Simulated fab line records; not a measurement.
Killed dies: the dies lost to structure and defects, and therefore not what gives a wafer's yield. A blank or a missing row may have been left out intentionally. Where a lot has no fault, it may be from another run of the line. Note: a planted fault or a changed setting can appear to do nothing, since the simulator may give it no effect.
Which of the tools did it? || flow gf180mcu || Sampling: 13 lots, 39 wafers, 5 of 602 route steps

## WHAT THE GAUGES READ, wafer by wafer
GF_STI_CD_MEAS_12 targets a cd of 220 nm. Usual: cd_nm 219.9 nm, standard deviation 1.2.
{"lot": "L968", "measured": "day 2 03:02", "on": "cd_sem-02", "cd_nm (nm)": "217.8 218.4 218.8", "flag": ""}
{"lot": "L969", "measured": "day 2 05:59", "on": "cd_sem-02", "cd_nm (nm)": "221.0 221.4 221.3", "flag": ""}
{"lot": "L971", "measured": "day 2 17:19", "on": "cd_sem-01", "cd_nm (nm)": "219.9 220.2 220.7", "flag": ""}
{"lot": "L972", "measured": "day 2 22:00", "on": "cd_sem-02", "cd_nm (nm)": "218.9 219.3 219.1", "flag": ""}
{"lot": "L973", "measured": "day 3 02:44", "on": "cd_sem-02", "cd_nm (nm)": "220.0 219.9 220.8", "flag": ""}
{"lot": "L977", "measured": "day 3 23:38", "on": "cd_sem-02", "cd_nm (nm)": "220.3 218.2 218.9", "flag": ""}
{"lot": "L978", "measured": "day 4 04:11", "on": "cd_sem-02", "cd_nm (nm)": "219.2 218.7 218.5", "flag": ""}
{"lot": "L979", "measured": "day 4 11:40", "on": "cd_sem-02", "cd_nm (nm)": "218.9 219.9 219.2", "flag": ""}
{"lot": "L980", "measured": "day 4 14:27", "on": "cd_sem-01", "cd_nm (nm)": "219.1 219.7 220.2", "flag": ""}
{"lot": "L985", "measured": "day 5 18:02", "on": "cd_sem-02", "cd_nm (nm)": "220.5 219.8 221.1", "flag": ""}
{"lot": "L986", "measured": "day 5 22:16", "on": "cd_sem-02", "cd_nm (nm)": "233.7 233.1 232.8", "flag": "OFF"}
{"lot": "L990", "measured": "day 6 18:20", "on": "cd_sem-01", "cd_nm (nm)": "221.1 221.6 221.5", "flag": ""}
{"lot": "L991", "measured": "day 7 01:03", "on": "cd_sem-01", "cd_nm (nm)": "218.6 218.8 219.4", "flag": ""}

GF_DUAL_GATE_THK_MEAS_03. Usual: for DUAL_GATE_OXIDATION_00_THK the level is 10.78 nm and the standard deviation is 0.18.
{"lot": "L968", "measured": "day 7 17:03", "on": "film_metro-04", "DUAL_GATE_OXIDATION_00_THK (nm)": "10.61 10.70 10.33", "flag": ""}
{"lot": "L969", "measured": "day 7 22:05", "on": "film_metro-02", "DUAL_GATE_OXIDATION_00_THK (nm)": "10.64 10.61 10.42", "flag": ""}
{"lot": "L971", "measured": "day 8 10:15", "on": "film_metro-03", "DUAL_GATE_OXIDATION_00_THK (nm)": "10.60 10.56 10.53", "flag": ""}
{"lot": "L972", "measured": "day 8 17:14", "on": "film_metro-03", "DUAL_GATE_OXIDATION_00_THK (nm)": "10.64 10.55 10.83", "flag": ""}
{"lot": "L973", "measured": "day 9 02:11", "on": "film_metro-04", "DUAL_GATE_OXIDATION_00_THK (nm)": "10.69 10.73 10.73", "flag": ""}
{"lot": "L977", "measured": "day 10 02:17", "on": "film_metro-02", "DUAL_GATE_OXIDATION_00_THK (nm)": "11.04 10.92 10.91", "flag": ""}
{"lot": "L978", "measured": "day 10 10:55", "on": "film_metro-02", "DUAL_GATE_OXIDATION_00_THK (nm)": "10.67 10.68 10.71", "flag": ""}
{"lot": "L979", "measured": "day 10 18:56", "on": "film_metro-02", "DUAL_GATE_OXIDATION_00_THK (nm)": "10.77 10.59 10.77", "flag": ""}
{"lot": "L980", "measured": "day 11 02:12", "on": "film_metro-03", "DUAL_GATE_OXIDATION_00_THK (nm)": "10.68 10.75 10.75", "flag": ""}
{"lot": "L985", "measured": "day 12 10:16", "on": "film_metro-04", "DUAL_GATE_OXIDATION_00_THK (nm)": "10.70 10.83 10.76", "flag": ""}
{"lot": "L986", "measured": "day 12 16:56", "on": "film_metro-03", "DUAL_GATE_OXIDATION_00_THK (nm)": "10.96 10.82 10.87", "flag": ""}
{"lot": "L990", "measured": "day 13 19:58", "on": "film_metro-03", "DUAL_GATE_OXIDATION_00_THK (nm)": "10.57 10.81 10.63", "flag": ""}
{"lot": "L991", "measured": "day 14 05:40", "on": "film_metro-02", "DUAL_GATE_OXIDATION_00_THK (nm)": "10.55 10.67 10.56", "flag": ""}

## WHAT TOOL EACH LOT RAN ON (gives the tool, then ch and the chambers of the sampled wafers, and finally the start)
{"lot": "L968", "GF_STI_EXPOSE_09": "krf_scanner-01 ch 0, day 1 21:13", "GF_VT_IMPLANT_STRIP_09": "plasma_asher-01 ch 0,1, day 5 16:41", "GF_VT_IMPLANT_STRIP_42": "plasma_asher-04 ch 0,1, day 7 14:20"}
{"lot": "L969", "GF_STI_EXPOSE_09": "krf_scanner-01 ch 0, day 2 00:10", "GF_VT_IMPLANT_STRIP_09": "plasma_asher-01 ch 0,1, day 5 20:25", "GF_VT_IMPLANT_STRIP_42": "plasma_asher-02 ch 0,1, day 7 19:09"}
{"lot": "L971", "GF_STI_EXPOSE_09": "krf_scanner-02 ch 0, day 2 11:21", "GF_VT_IMPLANT_STRIP_09": "plasma_asher-01 ch 0,1, day 6 08:40", "GF_VT_IMPLANT_STRIP_42": "plasma_asher-04 ch 0,1, day 8 07:49"}
{"lot": "L972", "GF_STI_EXPOSE_09": "krf_scanner-02 ch 0, day 2 15:44", "GF_VT_IMPLANT_STRIP_09": "plasma_asher-01 ch 0,1, day 6 14:29", "GF_VT_IMPLANT_STRIP_42": "plasma_asher-02 ch 0,1, day 8 13:38"}
{"lot": "L973", "GF_STI_EXPOSE_09": "krf_scanner-01 ch 0, day 2 21:10", "GF_VT_IMPLANT_STRIP_09": "plasma_asher-01 ch 0,1, day 6 22:44", "GF_VT_IMPLANT_STRIP_42": "plasma_asher-01 ch 0,1, day 8 23:13"}
{"lot": "L977", "GF_STI_EXPOSE_09": "krf_scanner-02 ch 0, day 3 17:20", "GF_VT_IMPLANT_STRIP_09": "plasma_asher-04 ch 0,1, day 7 21:11", "GF_VT_IMPLANT_STRIP_42": "plasma_asher-02 ch 0,1, day 9 23:08"}
{"lot": "L978", "GF_STI_EXPOSE_09": "krf_scanner-02 ch 0, day 3 22:05", "GF_VT_IMPLANT_STRIP_09": "plasma_asher-04 ch 0,1, day 8 04:10", "GF_VT_IMPLANT_STRIP_42": "plasma_asher-04 ch 0,1, day 10 07:32"}
{"lot": "L979", "GF_STI_EXPOSE_09": "krf_scanner-01 ch 0, day 4 05:06", "GF_VT_IMPLANT_STRIP_09": "plasma_asher-04 ch 0,1, day 8 12:05", "GF_VT_IMPLANT_STRIP_42": "plasma_asher-01 ch 1, day 10 16:02"}
{"lot": "L980", "GF_STI_EXPOSE_09": "krf_scanner-01 ch 0, day 4 08:15", "GF_VT_IMPLANT_STRIP_09": "plasma_asher-02 ch 0,1, day 8 18:25", "GF_VT_IMPLANT_STRIP_42": "plasma_asher-02 ch 0,1, day 10 23:10"}
{"lot": "L985", "GF_STI_EXPOSE_09": "krf_scanner-01 ch 0, day 5 10:38", "GF_VT_IMPLANT_STRIP_09": "plasma_asher-01 ch 0, day 10 00:20", "GF_VT_IMPLANT_STRIP_42": "plasma_asher-04 ch 0,1, day 12 07:50"}
{"lot": "L986", "GF_STI_EXPOSE_09": "krf_scanner-02 ch 0, day 5 15:17", "GF_VT_IMPLANT_STRIP_09": "plasma_asher-02 ch 0,1, day 10 06:49", "GF_VT_IMPLANT_STRIP_42": "plasma_asher-01 ch 0,1, day 12 14:31"}
{"lot": "L990", "GF_STI_EXPOSE_09": "krf_scanner-01 ch 0, day 6 11:03", "GF_VT_IMPLANT_STRIP_09": "plasma_asher-01 ch 0,1, day 11 06:14", "GF_VT_IMPLANT_STRIP_42": "plasma_asher-01 ch 0,1, day 13 17:04"}
{"lot": "L991", "GF_STI_EXPOSE_09": "krf_scanner-01 ch 0, day 6 17:38", "GF_VT_IMPLANT_STRIP_09": "plasma_asher-04 ch 0,1, day 11 15:08", "GF_VT_IMPLANT_STRIP_42": "plasma_asher-04 ch 0,1, day 14 03:11"}
- GF_STI_EXPOSE_09: exposes mask COMP, target cd 220 nm.
- GF_VT_IMPLANT_STRIP_09: strips in O2/N2.
- GF_VT_IMPLANT_STRIP_42: strips in O2/N2.

## WHAT THE TOOLS THEMSELVES READ (means of the sampled wafers that have a number; where no wafer has one, the mark that the record gives instead)
GF_VT_IMPLANT_STRIP_09. Usual: drypump_motor_current_A 5.9 A, standard deviation 0.4; heater_power_w 318 W, standard deviation 25; oes_product_au 0.716 a.u., standard deviation 0.0046; strip_time_to_endpoint_s 12.61 s, standard deviation 0.038.
{"lot": "L968", "tool": "plasma_asher-01", "drypump_motor_current_A (A)": 6.1, "heater_power_w (W)": 317, "oes_product_au (a.u.)": 0.713, "strip_time_to_endpoint_s (s)": 12.65, "flag": ""}
{"lot": "L969", "tool": "plasma_asher-01", "drypump_motor_current_A (A)": 6.1, "heater_power_w (W)": 315, "oes_product_au (a.u.)": 0.717, "strip_time_to_endpoint_s (s)": 12.59, "flag": ""}
{"lot": "L971", "tool": "plasma_asher-01", "drypump_motor_current_A (A)": 6.0, "heater_power_w (W)": 310, "oes_product_au (a.u.)": 0.716, "strip_time_to_endpoint_s (s)": 12.61, "flag": ""}
{"lot": "L972", "tool": "plasma_asher-01", "drypump_motor_current_A (A)": 6.1, "heater_power_w (W)": 316, "oes_product_au (a.u.)": 0.714, "strip_time_to_endpoint_s (s)": 12.57, "flag": ""}
{"lot": "L973", "tool": "plasma_asher-01", "drypump_motor_current_A (A)": 6.1, "heater_power_w (W)": 312, "oes_product_au (a.u.)": 0.713, "strip_time_to_endpoint_s (s)": 12.62, "flag": ""}
{"lot": "L977", "tool": "plasma_asher-04", "drypump_motor_current_A (A)": 6.0, "heater_power_w (W)": 341, "oes_product_au (a.u.)": 0.720, "strip_time_to_endpoint_s (s)": 12.61, "flag": ""}
{"lot": "L978", "tool": "plasma_asher-04", "drypump_motor_current_A (A)": 5.7, "heater_power_w (W)": 317, "oes_product_au (a.u.)": 0.721, "strip_time_to_endpoint_s (s)": 12.60, "flag": ""}
{"lot": "L979", "tool": "plasma_asher-04", "drypump_motor_current_A (A)": 5.7, "heater_power_w (W)": 313, "oes_product_au (a.u.)": 0.718, "strip_time_to_endpoint_s (s)": 12.63, "flag": ""}
{"lot": "L980", "tool": "plasma_asher-02", "drypump_motor_current_A (A)": 5.5, "heater_power_w (W)": 319, "oes_product_au (a.u.)": 0.717, "strip_time_to_endpoint_s (s)": 12.65, "flag": ""}
{"lot": "L985", "tool": "plasma_asher-01", "drypump_motor_current_A (A)": 6.2, "heater_power_w (W)": 330, "oes_product_au (a.u.)": 0.714, "strip_time_to_endpoint_s (s)": 12.61, "flag": ""}
{"lot": "L986", "tool": "plasma_asher-02", "drypump_motor_current_A (A)": 5.6, "heater_power_w (W)": 317, "oes_product_au (a.u.)": 0.716, "strip_time_to_endpoint_s (s)": 12.59, "flag": ""}
{"lot": "L990", "tool": "plasma_asher-01", "drypump_motor_current_A (A)": 6.0, "heater_power_w (W)": 309, "oes_product_au (a.u.)": 0.714, "strip_time_to_endpoint_s (s)": 12.63, "flag": ""}
{"lot": "L991", "tool": "plasma_asher-04", "drypump_motor_current_A (A)": 6.0, "heater_power_w (W)": 341, "oes_product_au (a.u.)": 0.716, "strip_time_to_endpoint_s (s)": 12.66, "flag": ""}

GF_VT_IMPLANT_STRIP_42. Usual: drypump_motor_current_A 5.8 A, standard deviation 0.43; heater_power_w 321 W, standard deviation 26; oes_product_au 0.716 a.u., standard deviation 0.004; strip_time_to_endpoint_s 12.62 s, standard deviation 0.036.
{"lot": "L968", "tool": "plasma_asher-04", "drypump_motor_current_A (A)": 6.0, "heater_power_w (W)": 340, "oes_product_au (a.u.)": 0.716, "strip_time_to_endpoint_s (s)": 12.54, "flag": ""}
{"lot": "L969", "tool": "plasma_asher-02", "drypump_motor_current_A (A)": 5.6, "heater_power_w (W)": 317, "oes_product_au (a.u.)": 0.716, "strip_time_to_endpoint_s (s)": 12.67, "flag": ""}
{"lot": "L971", "tool": "plasma_asher-04", "drypump_motor_current_A (A)": 5.7, "heater_power_w (W)": 313, "oes_product_au (a.u.)": 0.716, "strip_time_to_endpoint_s (s)": 12.61, "flag": ""}
{"lot": "L972", "tool": "plasma_asher-02", "drypump_motor_current_A (A)": 5.5, "heater_power_w (W)": 326, "oes_product_au (a.u.)": 0.716, "strip_time_to_endpoint_s (s)": 12.60, "flag": ""}
{"lot": "L973", "tool": "plasma_asher-01", "drypump_motor_current_A (A)": 6.0, "heater_power_w (W)": 307, "oes_product_au (a.u.)": 0.712, "strip_time_to_endpoint_s (s)": 12.62, "flag": ""}
{"lot": "L977", "tool": "plasma_asher-02", "drypump_motor_current_A (A)": 5.6, "heater_power_w (W)": 313, "oes_product_au (a.u.)": 0.718, "strip_time_to_endpoint_s (s)": 12.64, "flag": ""}
{"lot": "L978", "tool": "plasma_asher-04", "drypump_motor_current_A (A)": 5.7, "heater_power_w (W)": 321, "oes_product_au (a.u.)": 0.715, "strip_time_to_endpoint_s (s)": 12.64, "flag": ""}
{"lot": "L979", "tool": "plasma_asher-01", "drypump_motor_current_A (A)": 5.9, "heater_power_w (W)": 299, "oes_product_au (a.u.)": 0.718, "strip_time_to_endpoint_s (s)": 12.65, "flag": ""}
{"lot": "L980", "tool": "plasma_asher-02", "drypump_motor_current_A (A)": 5.4, "heater_power_w (W)": 325, "oes_product_au (a.u.)": 0.718, "strip_time_to_endpoint_s (s)": 12.60, "flag": ""}
{"lot": "L985", "tool": "plasma_asher-04", "drypump_motor_current_A (A)": 6.0, "heater_power_w (W)": 335, "oes_product_au (a.u.)": 0.716, "strip_time_to_endpoint_s (s)": 12.62, "flag": ""}
{"lot": "L986", "tool": "plasma_asher-01", "drypump_motor_current_A (A)": 6.0, "heater_power_w (W)": 306, "oes_product_au (a.u.)": 0.722, "strip_time_to_endpoint_s (s)": 12.61, "flag": ""}
{"lot": "L990", "tool": "plasma_asher-01", "drypump_motor_current_A (A)": 6.0, "heater_power_w (W)": 308, "oes_product_au (a.u.)": 0.711, "strip_time_to_endpoint_s (s)": 12.59, "flag": ""}
{"lot": "L991", "tool": "plasma_asher-04", "drypump_motor_current_A (A)": 6.0, "heater_power_w (W)": 343, "oes_product_au (a.u.)": 0.718, "strip_time_to_endpoint_s (s)": 12.63, "flag": ""}

## THE ANSWER, worked out from the rows above alone
Rule: a lot is off if the mean of its wafers that have a number lies more than 3 standard deviations from the usual mean. A lot without any number at a reading at which 4 lots or more have one is off too. Any other lot the step has rows for is counted as sound. The gauges are gone through in route order, then the tools' own readings, and for those a lot's mean is taken as printed above. At the first step where some lot is off, the reading lying furthest off is the one used; lots without a number count as furthest.
Off: L986 (GF_STI_CD_MEAS_12, cd_nm).
If a tool, at a process step before that reading, ran all the lots that are off and no sound lot after the first of them, it fits. Gauges at GF_STI_CD_MEAS_12: tried the same way as those tools. 2 tools fit, krf_scanner-02 at GF_STI_EXPOSE_09 and cd_sem-02 at GF_STI_CD_MEAS_12, so this cannot tell which one it is.

## WHAT HAD BEEN PUT IN BY THE SIMULATOR
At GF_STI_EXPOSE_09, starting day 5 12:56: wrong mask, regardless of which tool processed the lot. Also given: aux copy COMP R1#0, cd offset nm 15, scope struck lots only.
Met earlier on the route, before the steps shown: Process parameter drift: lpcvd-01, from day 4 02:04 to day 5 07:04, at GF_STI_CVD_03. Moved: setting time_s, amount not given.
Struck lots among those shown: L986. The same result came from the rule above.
